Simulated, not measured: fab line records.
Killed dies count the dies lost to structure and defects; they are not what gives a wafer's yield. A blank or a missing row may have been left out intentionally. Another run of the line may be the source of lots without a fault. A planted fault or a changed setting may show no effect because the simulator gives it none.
Which of the tools did it? -- flow gf180mcu -- 36 wafers from 12 lots sampled at 6 of the route's 602 steps

WHAT EACH GAUGE READ, for each wafer
GF_STI_THK_MEAS_04.
lot,measured,on,STI_CVD_03_THK (nm)
L880,day 1 23:34,film-metro-03,205.0 205.0 207.2
L882,day 2 10:03,film-metro-04,204.5 205.2 203.0
L883,day 2 14:35,film-metro-04,206.1 207.8 208.5
L884,day 2 19:35,film-metro-03,206.4 205.6 206.4
L885,day 3 00:38,film-metro-03,207.1 207.0 208.4
L892,day 4 12:13,film-metro-02,207.9 206.9 206.9
L893,day 4 17:10,film-metro-04,204.3 205.4 205.0
L894,day 4 21:42,film-metro-02,204.8 202.7 204.8
L897,day 5 14:04,film-metro-04,204.6 205.0 203.9
L898,day 5 17:35,film-metro-03,206.9 207.9 206.9
L900,day 6 03:34,film-metro-02,207.0 207.9 206.3
L901,day 6 08:34,film-metro-03,205.0 206.4 206.5

GF_HV_LDD_TW_MEAS_11.
lot,measured,on,HV_LDD_TW
L880,day 10 18:51,film-metro-03,2359 2343 2352
L882,day 11 09:13,film-metro-01,1822 1807 1820
L883,day 11 17:26,film-metro-04,1817 1810 1823
L884,day 11 20:58,film-metro-01,1800 1809 1814
L885,day 12 00:58,film-metro-03,2359 2357 2359
L892,day 14 07:24,film-metro-01,2385 2394 2398
L893,day 14 13:17,film-metro-04,2412 2434 2413
L894,day 14 20:28,film-metro-03,2344 2349 2351
L897,day 15 23:44,film-metro-04,2399 2415 2398
L898,day 16 03:37,film-metro-04,2405 2428 2414
L900,day 16 17:32,film-metro-01,2396 2390 2390
L901,day 17 02:44,film-metro-03,2363 2349 2333

GF_HV_LDD_RS_MEAS_53: measures by four-point-probe.
lot,measured,on,HV_LDD_RS (ohm/sq)
L880,day 13 05:01,film-metro-03,418.1 417.5 417.9
L882,day 13 22:04,film-metro-01,587.0 588.1 586.2
L883,day 14 06:04,film-metro-01,588.8 589.9 587.5
L884,day 14 10:09,film-metro-04,590.9 588.1 587.8
L885,day 14 15:53,film-metro-04,417.7 417.6 419.5
L892,day 17 02:26,film-metro-03,419.3 418.1 419.0
L893,day 17 08:49,film-metro-03,416.5 416.6 415.8
L894,day 17 16:25,film-metro-03,418.2 418.3 418.1
L897,day 18 21:58,film-metro-03,417.4 418.2 418.1
L898,day 19 02:12,film-metro-04,418.2 417.9 418.0
L900,day 19 17:15,film-metro-01,418.4 418.3 417.4
L901,day 20 03:34,film-metro-01,418.1 418.8 418.2

GF_V1_OVL_MEAS_15.
lot,measured,on,V1_OVL (nm)
L880,day 19 02:35,overlay-01,-6 -10 -6
L882,day 19 20:53,overlay-02,3 4 4
L883,day 20 07:06,overlay-01,-10 -10 -9
L884,day 20 13:42,overlay-02,-3 -1 1
L885,day 20 18:39,overlay-02,-7 -11 -12
L892,day 23 10:31,overlay-01,-1 2 5
L893,day 23 14:30,overlay-02,-11 -6 -5
L894,day 23 23:16,overlay-01,-6 -12 0
L897,day 25 01:44,overlay-02,1 2 4
L898,day 25 06:10,overlay-01,-4 -10 -13
L900,day 25 19:35,overlay-02,10 15 4
L901,day 26 04:23,overlay-02,2 2 2

EACH LOT AND THE TOOL THAT RAN IT (in order: tool; ch and the chambers of the sampled wafers; start)
lot,GF_HV_LDD_IMPLANT_09,GF_V1_CVD_02
L880,"implanter-02 ch 0, day 10 18:36","pecvd-01 ch 1,2, day 18 01:56"
L882,"implanter-04 ch 0, day 11 08:56","pecvd-01 ch 0,1, day 18 20:29"
L883,"implanter-04 ch 0, day 11 17:13","pecvd-04 ch 0,1, day 19 06:22"
L884,"implanter-04 ch 0, day 11 20:44","pecvd-02 ch 1,2, day 19 12:44"
L885,"implanter-01 ch 0, day 12 00:44","pecvd-01 ch 1,2, day 19 18:03"
L892,"implanter-01 ch 0, day 14 07:11","pecvd-01 ch 0,2, day 22 09:46"
L893,"implanter-04 ch 0, day 14 13:03","pecvd-02 ch 0,1,2, day 22 14:43"
L894,"implanter-02 ch 0, day 14 20:13","pecvd-01 ch 0,1, day 23 00:20"
L897,"implanter-01 ch 0, day 15 23:29","pecvd-02 ch 0,1,2, day 24 03:37"
L898,"implanter-04 ch 0, day 16 03:25","pecvd-04 ch 0,1,2, day 24 08:00"
L900,"implanter-04 ch 0, day 16 17:17","pecvd-01 ch 0,1,2, day 24 21:39"
L901,"implanter-04 ch 0, day 17 02:29","pecvd-04 ch 0,1,2, day 25 06:32"
- GF_HV_LDD_IMPLANT_09
- GF_V1_CVD_02: deposits SiO2 from TEOS, target thk 850 nm, time 94.851 s.

AS READ BY THE TOOLS THEMSELVES (means over the sampled wafers that have a number; for cases with no such wafer, the mark the record gives instead)
GF_HV_LDD_IMPLANT_09.
lot,tool,dose-ions-cm2,end-station-pressure-torr (Torr),faraday-current-uA,tilt-deg (degrees)
L880,implanter-02,1e+14,5.42e-06,567,7.020
L882,implanter-04,4e+13,5.29e-06,221,7.017
L883,implanter-04,4e+13,5.15e-06,216,7.004
L884,implanter-04,4e+13,5.07e-06,220,6.983
L885,implanter-01,1e+14,5.32e-06,570,6.994
L892,implanter-01,1e+14,5.61e-06,569,7.016
L893,implanter-04,1e+14,5.27e-06,560,7.005
L894,implanter-02,1e+14,5.55e-06,567,6.990
L897,implanter-01,1e+14,5.67e-06,551,7.008
L898,implanter-04,1e+14,5.53e-06,560,6.993
L900,implanter-04,1e+14,5.45e-06,566,7.014
L901,implanter-04,1e+14,5.67e-06,568,6.985

GF_V1_CVD_02.
lot,tool,heater-power-w (W),susceptor-temp-C (C)
L880,pecvd-01,588,399.90
L882,pecvd-01,627,400.01
L883,pecvd-04,757,399.92
L884,pecvd-02,745,400.17
L885,pecvd-01,568,400.11
L892,pecvd-01,572,399.94
L893,pecvd-02,649,400.21
L894,pecvd-01,686,400.03
L897,pecvd-02,634,399.77
L898,pecvd-04,666,400.11
L900,pecvd-01,616,399.89
L901,pecvd-04,726,400.04

THE ANSWER, worked out from the rows above alone
Rule: the lots themselves supply what counts as usual. Put in order of their means at a reading, lots are off if they are a third of the lots or fewer, leave a main group of 4 or more, and stand apart from it by a gap of 3 or more times the standard deviation of the main group's means; of several such gaps the widest counts. If all means in a main group match to the digits the tables above print for the reading, that group is not used. A lot without any number at a reading at which 4 lots or more have one is off too. All remaining lots with rows at the step are treated as sound. After the gauges, taken in route order, come the tools' own readings; for these a lot's mean is taken, as printed above. At the first step where some lot is off, the reading lying furthest off is the one used; lots without a number count as furthest.
Off: L882, L883, L884, seen at GF_HV_LDD_TW_MEAS_11 (HV_LDD_TW). The main group: mean 2381, standard deviation 28.
A tool fits if, at a process step before that reading, it ran every lot that is off, and no sound lot after the first of them. Not tried: the gauges at GF_HV_LDD_TW_MEAS_11; whatever is off there is also off at GF_HV_LDD_IMPLANT_09, on other tools, and gauge error can't account for it. Of those tried, none fits.

WHAT HAD BEEN PUT IN BY THE SIMULATOR
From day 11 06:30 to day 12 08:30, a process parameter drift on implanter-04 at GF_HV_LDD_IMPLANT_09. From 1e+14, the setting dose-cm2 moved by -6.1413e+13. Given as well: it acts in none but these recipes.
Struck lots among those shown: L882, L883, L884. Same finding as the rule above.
